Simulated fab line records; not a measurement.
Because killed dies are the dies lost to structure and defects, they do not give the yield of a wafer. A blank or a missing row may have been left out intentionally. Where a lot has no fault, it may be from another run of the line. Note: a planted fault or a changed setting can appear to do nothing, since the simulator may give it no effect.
The same fault as seen by 2 desks -- flow sky130 -- each desk holds nothing but its own numbers, with what lay behind them at the end

== FROM THE METROLOGY DESK ==
What the gauges read for every lot (on any tool): the sampled wafers with a number, averaged. The brackets show how far a lot's mean lies from the usual mean; more than 4 standard deviations puts the lot out of limits, marked OUT.
Columns: A = VIA4_HDPCVD_THK at SKY_VIA4_THK_MEAS_01, usual 1760 nm; B = PASSIVATION_CVD_00_THK at SKY_PASSIVATION_THK_MEAS_01, usual 89.8 nm
lot,first seen here,A,B
L201,day 41 21:45,1755,89.2
L202,day 41 22:54,1765,90.2
L203,day 42 11:47,1763,90.3
L207,day 43 13:19,1760,89.2
L206,day 43 16:20,1744,90.0
L208,day 44 09:51,1748,89.7
L212,day 45 03:40,1756,89.2
L213,day 45 11:55,1747,90.4
L214,day 45 16:59,1752,90.8
L215,day 45 17:02,1728,88.6
L221,day 47 01:23,1781,90.6
L222,day 47 06:06,1761,91.0
L223,day 47 10:55,1750,89.7
L224,day 47 21:15,1754,88.5
Result from this desk: across the 14 lots, nothing is out of limits.

== TOOL OWNER'S DESK, rie diel-03 ==
The tool's own readings at SKY_PASSIVATION_ETCH_11 (etches the open film in CF4/O2, stops on AlCu, target depth 725 nm, time 161.1 s): means of the sampled wafers that have a number, for each lot that ran on this tool. The brackets show how far a lot's mean lies from the usual mean; more than 4 standard deviations puts the lot out of limits, marked OUT.
Columns: A = O2_flow_sccm at SKY_PASSIVATION_ETCH_11, usual 10.00 sccm; B = bias w at SKY_PASSIVATION_ETCH_11, usual 150.0 W; C = drypump motor current A at SKY_PASSIVATION_ETCH_11, usual 5.7 A; D = oes product au at SKY_PASSIVATION_ETCH_11, usual 0.974 a.u.; E = rf fwd power W at SKY_PASSIVATION_ETCH_11, usual 796.7 W; F = throttle valve pct at SKY_PASSIVATION_ETCH_11, usual 5.962 %
lot,first seen here,A,B,C,D,E,F
L202,day 44 20:40,10.02,149.9,5.8,0.974,798.8,5.966
L207,day 46 09:11,9.98,149.9,5.9,0.977,796.8,5.961
L206,day 46 12:02,10.00,150.2,5.9,0.979,794.5,5.959
L212,day 47 20:11,10.00,149.5,5.8,0.970,795.1,5.959
L222,day 49 15:52,10.03,149.3,5.9,0.982,799.3,5.968
L223,day 49 20:53,10.00,150.1,5.8,0.975,797.3,5.958
Result from this desk: across the 6 lots, nothing is out of limits.

== PUT TOGETHER ==
The metrology desk saw nothing out of limits.
Nothing out of limits was seen by the tool owner's desk.

== WHAT THE SIMULATOR HAD INSERTED ==
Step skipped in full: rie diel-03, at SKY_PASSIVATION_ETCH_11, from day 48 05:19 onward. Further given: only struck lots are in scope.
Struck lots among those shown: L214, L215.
